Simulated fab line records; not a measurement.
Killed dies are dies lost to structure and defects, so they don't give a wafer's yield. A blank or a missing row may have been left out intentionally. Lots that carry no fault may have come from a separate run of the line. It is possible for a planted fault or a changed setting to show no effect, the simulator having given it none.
Check of tool commonality || flow gf180mcu || 11 lots and 33 wafers in the sample

== REASON IT WAS OPENED ==
Of 11 lots, 2 have the reading V3_W_RS flagged at GF_V3_RS_MEAS_24. Fault-free wafers read 0.327 ohm/sq, with a standard deviation of 0.0046.
Rule: a lot is flagged when every wafer of it that has a number lies more than 4 standard deviations from that mean, or none has a number. As for the other lots, they are considered sound.

{"lot": "L612", "measured": "day 22 16:26", "on": "film metro-02", "V3_W_RS (ohm/sq), wafer by wafer": "0.328 0.330 0.331", "flag": ""}
{"lot": "L613", "measured": "day 23 01:38", "on": "film metro-02", "V3_W_RS (ohm/sq), wafer by wafer": "0.323 0.327 0.328", "flag": ""}
{"lot": "L614", "measured": "day 23 14:43", "on": "film metro-01", "V3_W_RS (ohm/sq), wafer by wafer": "0.329 0.328 0.330", "flag": ""}
{"lot": "L615", "measured": "day 23 17:57", "on": "film metro-01", "V3_W_RS (ohm/sq), wafer by wafer": "0.323 0.326 0.320", "flag": ""}
{"lot": "L617", "measured": "day 24 03:35", "on": "film metro-02", "V3_W_RS (ohm/sq), wafer by wafer": "0.328 0.332 0.328", "flag": ""}
{"lot": "L620", "measured": "day 25 08:49", "on": "film metro-03", "V3_W_RS (ohm/sq), wafer by wafer": "0.327 0.328 0.333", "flag": ""}
{"lot": "L623", "measured": "day 26 03:19", "on": "film metro-03", "V3_W_RS (ohm/sq), wafer by wafer": "0.325 0.319 0.329", "flag": ""}
{"lot": "L626", "measured": "day 27 06:16", "on": "film metro-02", "V3_W_RS (ohm/sq), wafer by wafer": "0.327 0.334 0.332", "flag": ""}
{"lot": "L632", "measured": "day 28 19:49", "on": "film metro-01", "V3_W_RS (ohm/sq), wafer by wafer": "0.187 0.188 0.188", "flag": "FLAGGED"}
{"lot": "L633", "measured": "day 29 06:19", "on": "film metro-01", "V3_W_RS (ohm/sq), wafer by wafer": "0.330 0.324 0.327", "flag": ""}
{"lot": "L635", "measured": "day 29 18:31", "on": "film metro-03", "V3_W_RS (ohm/sq), wafer by wafer": "0.182 0.181 0.185", "flag": "FLAGGED"}
Average over the flagged lots: 0.185 ohm/sq; offset from the usual -0.142 ohm/sq, equal to -31 standard deviations.

== WHICH TOOL RAN EACH LOT ==
The record holds 2 process steps before the reading, out of a route of 602 steps. Every cell lists first the tool, next ch and the chambers used by the sampled wafers, and last the start.
{"lot": "L612", "flag": "", "GF_M2_SPUTTER_03": "pvd sputter-02, day 18 10:15", "GF_V3_CVD_23": "cvd w-02 ch 0,1, day 22 16:18"}
{"lot": "L613", "flag": "", "GF_M2_SPUTTER_03": "pvd sputter-02, day 18 20:23", "GF_V3_CVD_23": "cvd w-01 ch 0,1, day 23 01:31"}
{"lot": "L614", "flag": "", "GF_M2_SPUTTER_03": "pvd sputter-03, day 19 10:17", "GF_V3_CVD_23": "cvd w-02 ch 0, day 23 14:36"}
{"lot": "L615", "flag": "", "GF_M2_SPUTTER_03": "pvd sputter-03, day 19 14:19", "GF_V3_CVD_23": "cvd w-01 ch 0,1, day 23 17:49"}
{"lot": "L617", "flag": "", "GF_M2_SPUTTER_03": "pvd sputter-01, day 20 00:49", "GF_V3_CVD_23": "cvd w-01 ch 0,1, day 24 03:27"}
{"lot": "L620", "flag": "", "GF_M2_SPUTTER_03": "pvd sputter-01, day 21 09:32", "GF_V3_CVD_23": "cvd w-02 ch 0,1, day 25 08:42"}
{"lot": "L623", "flag": "", "GF_M2_SPUTTER_03": "pvd sputter-02, day 22 05:01", "GF_V3_CVD_23": "cvd w-01 ch 0,1, day 26 03:12"}
{"lot": "L626", "flag": "", "GF_M2_SPUTTER_03": "pvd sputter-03, day 23 09:31", "GF_V3_CVD_23": "cvd w-02 ch 0,1, day 27 06:08"}
{"lot": "L632", "flag": "FLAGGED", "GF_M2_SPUTTER_03": "pvd sputter-01, day 25 04:56", "GF_V3_CVD_23": "cvd w-02 ch 1, day 28 19:42"}
{"lot": "L633", "flag": "", "GF_M2_SPUTTER_03": "pvd sputter-03, day 25 14:58", "GF_V3_CVD_23": "cvd w-01 ch 0,1, day 29 06:13"}
{"lot": "L635", "flag": "FLAGGED", "GF_M2_SPUTTER_03": "pvd sputter-01, day 26 05:08", "GF_V3_CVD_23": "cvd w-02 ch 0,1, day 29 18:24"}
What the steps here do:
- GF_M2_SPUTTER_03: material Ti, target thk 10 nm, time 6.7 s.
- GF_V3_CVD_23: deposits W, target thk 350 nm, time 104.9 s.
- GF_V3_RS_MEAS_24: measures by four-point-probe.

== FLAGGED AGAINST TOTAL, ONE TOOL AT A TIME (gauges that did the reading follow at the end) ==
{"step": "GF_M2_SPUTTER_03", "tool": "pvd sputter-01", "lots run": 4, "flagged": 2, "share of the flagged lots": "all", "sound lots run after its first flagged lot": 0}
{"step": "GF_M2_SPUTTER_03", "tool": "pvd sputter-02", "lots run": 3, "flagged": 0, "share of the flagged lots": "none", "sound lots run after its first flagged lot": "-"}
{"step": "GF_M2_SPUTTER_03", "tool": "pvd sputter-03", "lots run": 4, "flagged": 0, "share of the flagged lots": "none", "sound lots run after its first flagged lot": "-"}
{"step": "GF_V3_CVD_23", "tool": "cvd w-01", "lots run": 5, "flagged": 0, "share of the flagged lots": "none", "sound lots run after its first flagged lot": "-"}
{"step": "GF_V3_CVD_23", "tool": "cvd w-02", "lots run": 6, "flagged": 2, "share of the flagged lots": "all", "sound lots run after its first flagged lot": 0}
{"step": "GF_V3_RS_MEAS_24", "tool": "film metro-01", "lots run": 4, "flagged": 1, "share of the flagged lots": "some", "sound lots run after its first flagged lot": "1 (L633)"}
{"step": "GF_V3_RS_MEAS_24", "tool": "film metro-02", "lots run": 4, "flagged": 0, "share of the flagged lots": "none", "sound lots run after its first flagged lot": "-"}
{"step": "GF_V3_RS_MEAS_24", "tool": "film metro-03", "lots run": 3, "flagged": 1, "share of the flagged lots": "some", "sound lots run after its first flagged lot": 0}

== WHAT THE TABLE PERMITS ==
2 rows of the table ran every flagged lot: pvd sputter-01 at GF_M2_SPUTTER_03, cvd w-02 at GF_V3_CVD_23.
- pvd sputter-01 at GF_M2_SPUTTER_03: 2 of its 4 lots flagged. Last sound lot L620 at day 21 09:32, first flagged lot L632 at day 25 04:56; a fault beginning in between fits.
- cvd w-02 at GF_V3_CVD_23: 2 of its 6 lots flagged. Last sound lot L626 at day 27 06:08, first flagged lot L632 at day 28 19:42; a fault beginning in between fits.
A lot count leaves these 2 tools indistinguishable: every one of them fits a fault beginning at some hour. More lots, or a look at what each step does to the wafer, might.

== WHAT HAD BEEN PUT IN BY THE SIMULATOR ==
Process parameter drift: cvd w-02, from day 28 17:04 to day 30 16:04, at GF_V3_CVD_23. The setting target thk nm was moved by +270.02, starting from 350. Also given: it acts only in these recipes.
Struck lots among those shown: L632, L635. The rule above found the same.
